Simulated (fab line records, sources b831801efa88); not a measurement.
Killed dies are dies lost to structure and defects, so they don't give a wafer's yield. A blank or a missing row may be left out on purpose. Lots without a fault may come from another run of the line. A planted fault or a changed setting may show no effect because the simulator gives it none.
Which tool did it? | flow gf180mcu | 12 lots, 36 wafers sampled, at 4 steps of a route of 602

WHAT THE GAUGES READ, wafer by wafer
GF_V4_OVL_MEAS_15.
lot  | measured     | on         | V4_OVL (nm)
L075 | day 25 00:17 | overlay-01 | 4 1 1
L077 | day 25 17:01 | overlay-02 | 6 2 2
L079 | day 26 07:05 | overlay-01 | 6 5 3
L081 | day 27 05:56 | overlay-01 | 3 2 6
L084 | day 27 18:11 | overlay-01 | -6 5 1
L085 | day 28 11:59 | overlay-02 | 9 0 0
L087 | day 29 00:05 | overlay-02 | -2 -3 -7
L089 | day 29 07:18 | overlay-02 | 4 3 6
L091 | day 29 18:06 | overlay-01 | -1 -3 -8
L093 | day 30 12:27 | overlay-02 | 0 1 6
L095 | day 30 22:18 | overlay-02 | 6 5 8
L097 | day 31 16:15 | overlay-02 | -8 -7 -3

WHICH TOOL RAN EACH LOT (tool, then ch and the chambers of the sampled wafers, then the start)
lot  | GF_M2_SPUTTER_03             | GF_V2_ETCH_16                      | GF_V4_CVD_02
L075 | pvd_sputter-03, day 18 19:41 | rie_diel-04 ch 0,2,3, day 20 21:53 | pecvd-04 ch 0,2, day 24 01:14
L077 | pvd_sputter-04, day 19 13:55 | rie_diel-04 ch 2,3, day 21 16:19   | pecvd-02 ch 0,2, day 24 18:53
L079 | pvd_sputter-03, day 20 06:17 | rie_diel-02 ch 1,2,3, day 22 07:19 | pecvd-02 ch 1,2, day 25 08:47
L081 | pvd_sputter-04, day 21 08:54 | rie_diel-03 ch 0,1,2, day 23 09:14 | pecvd-02 ch 1,2, day 26 08:19
L084 | pvd_sputter-03, day 21 23:59 | rie_diel-03 ch 1,2,3, day 23 22:31 | pecvd-01 ch 0,1,2, day 26 21:07
L085 | pvd_sputter-03, day 22 20:05 | rie_diel-03 ch 1,2, day 24 18:50   | pecvd-04 ch 0,1, day 27 14:59
L087 | pvd_sputter-03, day 23 09:07 | rie_diel-03 ch 0,1,2, day 25 07:02 | pecvd-01 ch 0,2, day 28 03:52
L089 | pvd_sputter-03, day 23 18:58 | rie_diel-04 ch 0,1, day 25 16:16   | pecvd-04 ch 0,1,2, day 28 11:28
L091 | pvd_sputter-03, day 24 07:36 | rie_diel-04 ch 0,2, day 26 03:59   | pecvd-01 ch 0,1,2, day 28 22:31
L093 | pvd_sputter-03, day 25 05:00 | rie_diel-02 ch 0,1,3, day 27 01:10 | pecvd-01 ch 0,2, day 29 17:18
L095 | pvd_sputter-03, day 25 16:54 | rie_diel-02 ch 0,1,3, day 27 12:17 | pecvd-02 ch 1,2, day 30 03:24
L097 | pvd_sputter-04, day 26 13:31 | rie_diel-03 ch 1,3, day 28 07:40   | pecvd-01 ch 0,1,2, day 30 22:22
- GF_M2_SPUTTER_03: material Ti, target thk 10 nm, time 6.7 s.
- GF_V2_ETCH_16: etches BARC in N2/H2.
- GF_V4_CVD_02: deposits SiO2 from TEOS, target thk 850 nm, time 94.851 s.

THE ANSWER, worked out from the rows above alone
Rule: what is usual is taken from the lots themselves. Put in order of their means at a reading, lots are off if they are a third of the lots or fewer, leave a main group of 4 or more, and stand apart from it by a gap of 3 or more times the standard deviation of the main group's means; of several such gaps the widest counts. A main group whose means are all the same, to the digits that the tables above print for the reading, isn't used. A lot without any number at a reading at which 4 lots or more have one is off too. The other lots that the step has rows for count as sound.
No lot is off at any reading shown: from this, nothing can be told.

WHAT THE SIMULATOR HAD PUT IN
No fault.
